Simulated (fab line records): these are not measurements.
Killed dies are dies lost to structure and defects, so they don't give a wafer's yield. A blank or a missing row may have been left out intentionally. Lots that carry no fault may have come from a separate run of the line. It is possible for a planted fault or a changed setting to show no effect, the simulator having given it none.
Which tool is to blame? | flow sky130 | 13 lots, 39 wafers sampled, at 4 steps of a route of 708

WHAT THE GAUGES SHOWED, per wafer
SKY_NWELL_RS_MEAS_31: uses a four-point probe to measure.
lot  | measured     | on            | PWDE_RS (ohm/sq)
L637 | day 5 04:18  | film_metro-01 | 5264 5263 5269
L638 | day 6 02:20  | film_metro-02 | 5267 5265 5255
L641 | day 6 08:38  | film_metro-02 | 5266 5257 5283
L640 | day 6 08:52  | film_metro-03 | 5274 5298 5301
L642 | day 6 12:42  | film_metro-01 | 5263 5276 5251
L643 | day 6 18:38  | film_metro-03 | 5285 5259 5284
L644 | day 7 00:36  | film_metro-03 | 5253 5250 5243
L646 | day 7 14:31  | film_metro-02 | 5269 5286 5291
L652 | day 9 23:44  | film_metro-03 | 5271 5286 5277
L656 | day 10 07:16 | film_metro-01 | 5276 5260 5269
L659 | day 10 21:23 | film_metro-03 | 5268 5269 5274
L658 | day 10 21:48 | film_metro-02 | 5272 5272 5268
L660 | day 11 10:12 | film_metro-03 | 5263 5267 5250

SKY_VT_ADJUST_LVTN_TW_MEAS_21.
lot  | measured     | on            | VT_ADJUST_LVTN_2_TW
L637 | day 7 12:17  | film_metro-01 | 190.6 190.1 190.9
L638 | day 8 12:00  | film_metro-04 | 190.6 189.9 190.7
L641 | day 8 19:20  | film_metro-02 | 190.5 191.3 189.4
L640 | day 8 20:22  | film_metro-01 | 192.3 191.8 191.3
L642 | day 9 01:23  | film_metro-02 | 189.7 189.1 189.6
L643 | day 9 08:29  | film_metro-04 | 190.7 191.2 191.1
L644 | day 9 14:05  | film_metro-02 | 188.7 188.8 188.9
L646 | day 10 08:08 | film_metro-01 | 192.0 191.7 191.5
L652 | day 12 20:44 | film_metro-01 | 191.7 191.9 192.7
L656 | day 13 03:16 | film_metro-01 | 192.9 190.6 191.1
L659 | day 13 23:10 | film_metro-04 | 188.1 185.9 187.3
L658 | day 13 23:29 | film_metro-02 | 190.7 189.7 191.2
L660 | day 14 15:05 | film_metro-04 | 186.6 187.0 185.8

SKY_SONOS_ONO_THK_MEAS_01.
lot  | measured     | on            | SONOS_ONO_OXIDATION_THK (nm)
L637 | day 11 05:19 | film_metro-03 | 2.59 2.58 2.67
L638 | day 12 09:46 | film_metro-03 | 2.57 2.68 2.63
L641 | day 12 14:26 | film_metro-01 | 2.60 2.59 2.55
L640 | day 12 19:03 | film_metro-01 | 2.48 2.48 2.49
L642 | day 13 00:17 | film_metro-04 | 2.61 2.65 2.64
L643 | day 13 05:20 | film_metro-01 | 2.51 2.52 2.45
L644 | day 13 15:30 | film_metro-03 | 2.50 2.53 2.45
L646 | day 14 09:33 | film_metro-01 | 2.56 2.49 2.54
L652 | day 17 12:13 | film_metro-01 | 2.68 2.73 2.74
L656 | day 17 20:16 | film_metro-03 | 2.67 2.67 2.65
L659 | day 18 20:26 | film_metro-04 | 2.69 2.66 2.60
L658 | day 18 21:00 | film_metro-01 | 2.59 2.64 2.66
L660 | day 19 14:30 | film_metro-04 | 2.68 2.72 2.69

WHAT TOOL EACH LOT RAN ON (gives the tool, then ch and the chambers of the sampled wafers, and finally the start)
lot  | SKY_SONOS_TUNNEL_WET_ETCH_10
L637 | wet_bench-01 ch 2, day 11 00:21
L638 | wet_bench-04 ch 3, day 12 07:18
L641 | wet_bench-01 ch 2, day 12 12:23
L640 | wet_bench-02 ch 2, day 12 15:35
L642 | wet_bench-04 ch 0, day 12 22:35
L643 | wet_bench-02 ch 0, day 13 03:35
L644 | wet_bench-02 ch 1, day 13 11:53
L646 | wet_bench-04 ch 1, day 14 07:08
L652 | wet_bench-04 ch 2, day 17 09:32
L656 | wet_bench-02 ch 1, day 17 17:42
L659 | wet_bench-01 ch 3, day 18 18:44
L658 | wet_bench-01 ch 3, day 18 19:02
L660 | wet_bench-01 ch 2, day 19 11:09
- SKY_SONOS_TUNNEL_WET_ETCH_10: etches SiO2 in dHF, target depth 14 nm, time 280 s.

WHAT THE TOOLS THEMSELVES READ (means of the sampled wafers that have a number; where no wafer has one, the mark that the record gives instead)
SKY_SONOS_TUNNEL_WET_ETCH_10.
lot  | tool         | run_length_s (s)
L637 | wet_bench-01 | 305
L638 | wet_bench-04 | 307
L641 | wet_bench-01 | 305
L640 | wet_bench-02 | 306
L642 | wet_bench-04 | 306
L643 | wet_bench-02 | 304
L644 | wet_bench-02 | 313
L646 | wet_bench-04 | 306
L652 | wet_bench-04 | 113
L656 | wet_bench-02 | 306
L659 | wet_bench-01 | 312
L658 | wet_bench-01 | 312
L660 | wet_bench-01 | 305

THE ANSWER, worked out from the rows above alone
Rule: the usual values come from the lots themselves. The widest of any qualifying gaps counts: lots, ordered by their means at a reading, are off when they make up no more than a third of the lots, leave a main group of 4 or more, and stand apart from it by 3 or more times the standard deviation of that group's means. The tables above print the reading to a certain number of digits; a main group whose means all agree to those digits is not used. Also off: a lot with no number at a reading for which 4 or more lots have one. The other lots that the step has rows for count as sound. The gauges are gone through in route order, then the tools' own readings, and for those a lot's mean is taken as printed above. The first step at which some lot is off is used, and at that step the reading that is off furthest; a lot without a number counts as furthest.
Off, at SKY_SONOS_TUNNEL_WET_ETCH_10 on run_length_s: L652. Mean 307 s and standard deviation 3 in the main group.
If a tool, at that step or one of the process steps before it, ran each lot that is off and ran no sound lot following the first of them, it fits. One fits: wet_bench-04 at SKY_SONOS_TUNNEL_WET_ETCH_10. A fault onset in the window from L646 (day 14 07:08, its last sound lot) to L652 (day 17 09:32, its first lot off) fits.
The tool's own readings at SKY_SONOS_TUNNEL_WET_ETCH_10 bear it out: on the lots that are off they differ by more than 5 times the standard deviation of the sound lots' means. run_length_s reads 113 s there against 307 s on the sound lots.

WHAT THE SIMULATOR PUT IN
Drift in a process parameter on wet_bench-04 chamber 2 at SKY_SONOS_TUNNEL_WET_ETCH_10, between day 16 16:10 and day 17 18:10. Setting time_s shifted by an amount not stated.
Lots struck among those shown: L652. Same finding as the rule above.
